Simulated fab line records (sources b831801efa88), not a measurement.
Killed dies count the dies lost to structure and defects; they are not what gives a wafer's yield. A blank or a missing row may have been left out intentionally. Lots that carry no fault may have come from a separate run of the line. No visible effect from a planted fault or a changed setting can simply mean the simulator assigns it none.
Matching of chambers + flow gf180mcu + GF_V4_CVD_02 on pecvd-03: 3 sister chambers
The step deposits SiO2 from TEOS, target thk 850 nm, time 94.851 s. 3 wafers are shown with their chamber, then 10 later ones without.

## WAFERS PAIRED WITH THEIR CHAMBERS
| wafer  | chamber | heaterPowerW (W) |
|--------|---------|------------------|
| L269.3 | 2       | 674              |
| L270.1 | 0       | 593              |
| L270.4 | 1       | 589              |

## WAFERS MISSING THEIR CHAMBER
| wafer  | heaterPowerW (W) |
|--------|------------------|
| L270.6 | 724              |
| L282.4 | 749              |
| L282.5 | 566              |
| L282.6 | 719              |
| L284.1 | 749              |
| L284.4 | 629              |
| L284.6 | 714              |
| L286.1 | 560              |
| L286.2 | 703              |
| L286.5 | 584              |

## CHAMBER TAKEN BY EACH
| wafer  | from the rows above          | in truth |
|--------|------------------------------|----------|
| L270.6 | can't be placed: 2 or 0 or 1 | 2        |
| L282.4 | can't be placed: 2 or 0 or 1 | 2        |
| L282.5 | can't be placed: 1 or 0 or 2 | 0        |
| L282.6 | can't be placed: 2 or 0 or 1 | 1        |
| L284.1 | can't be placed: 2 or 0 or 1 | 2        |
| L284.4 | can't be placed: 0 or 1 or 2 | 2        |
| L284.6 | can't be placed: 2 or 0 or 1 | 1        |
| L286.1 | can't be placed: 1 or 0 or 2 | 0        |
| L286.2 | can't be placed: 2 or 0 or 1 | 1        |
| L286.5 | can't be placed: 1 or 0 or 2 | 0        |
Correctly placed: 0 of 10. These rows do not allow placing 10 (true chamber among the candidates in 10). Number placed wrongly: 0.
How it was worked out, from the rows above alone: a wafer's distance from a chamber is the root of the sum, over the readings, of the square of ((its reading less the chamber's mean) divided by the reading's scatter). If the next closest chamber is less than 2 further off than the closest, the wafer can't be placed; otherwise it belongs to the closest. For every chamber, the mean is computed from those of its wafers that are shown. The scatter: root of mean squared gap, hidden wafer to nearest shown wafer, with one shown wafer a chamber.
